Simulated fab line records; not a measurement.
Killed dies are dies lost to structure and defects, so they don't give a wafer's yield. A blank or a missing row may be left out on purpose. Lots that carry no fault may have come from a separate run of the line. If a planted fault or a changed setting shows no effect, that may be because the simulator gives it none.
Problem report in the 8D (eight disciplines) form, filled by code    flow gf180mcu    the parts of the form that need people (team, actions taken, sign-off) are left out

1. WHAT IS WRONG
Wafers without a fault read 260.0 nm, standard deviation 1.2; cd-nm at GF_V5_CD_MEAS_14 reads a mean of 271.0 nm on 9 wafers belonging to 3 lots. That is +9.1 standard deviations from the usual mean.
The step: target cd 260 nm.
First seen on wafer L598.3, day 31 00:04, on cd-sem-01. At this step, 36 wafers from 12 lots have a number in the record. By rule, "out" or "out of limits" means more than 4 standard deviations away from the usual mean. Any other wafer with a number is counted as sound.

2. WHAT IT IS, AND WHAT IT ISN'T
question                     is                      is not
which readings at this step  cd-nm                   -
which lots                   L598, L599, L600        L587, L588, L589, L592, L593, L597, L604, L607, L609
which wafers of those lots   all that have a number  -
read on which gauges         cd-sem-01, cd-sem-02    -
when                         from day 31 00:04       up to then (18 sound wafers); but 9 sound wafers of L604, L607, L609 came after

3. THE SUSPECTS, EACH WITH WHAT RULES IT OUT
Counting: any tool at a process step up to the reading is kept as a suspect provided that every lot that is out went through it and no sound lot did after the first of them.
- ruled out: the gauge at GF_V5_CD_MEAS_14. Those wafers that are out were read across 2 gauges (cd-sem-01, cd-sem-02).
- krf-scanner-02 at GF_V5_EXPOSE_11 (exposes mask Via5, target cd 260 nm): kept. It ran every lot that is out, first L598 (day 30 15:04), and no sound lot after that; its last sound lot up to then is L597 (day 30 08:43). Out on those wafers are its own readings of exposure-dose-mJ-cm2.
The count leaves krf-scanner-02 at GF_V5_EXPOSE_11.

4. THE CAUSE (what the simulator had put in)
Drift in process parameters on krf-scanner-02 at GF_V5_EXPOSE_11, starting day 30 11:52. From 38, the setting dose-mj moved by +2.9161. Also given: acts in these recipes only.
Counting left only this tool.

5. THE EFFECT CHAIN, in route order
Each row: a reading where the mean over the struck wafers with a number is more than 3 standard deviations away from the usual. Readings are gone through only where the record gives a usual standard deviation; hours: the median, over the lots, of the time from a lot's start at the first step in this table giving one to that lot's start at this step; sigmas: the change measured in usual standard deviations.
hours  step              reading               usual     on struck wafers  change  sigmas
0      GF_V5_EXPOSE_11   exposure-dose-mJ-cm2  37.94     40.67             +2.73   +85
9      GF_V5_CD_MEAS_14  cd-nm                 260.0 nm  271.0             +11.0   +9.1
Here are the process steps it includes:
- GF_V5_EXPOSE_11: exposes mask Via5, target cd 260 nm.

6. HOW IT WOULD HAVE BEEN CAUGHT EARLIER
Counted from the fault's start at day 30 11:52, it took 12 hours until the first out-of-limits reading at a measuring or inspecting step in this record, taken at day 31 00:04.
At GF_V5_EXPOSE_11, the tool's own readings (exposure-dose-mJ-cm2) were out on each struck wafer the step has a row for, so an alarm limit on them would have fired on the first such wafer.
Among the 3 lots that are out, L600 began GF_V5_EXPOSE_11 on krf-scanner-02 after day 31 00:04. A hold on the tool at that time would have spared it.
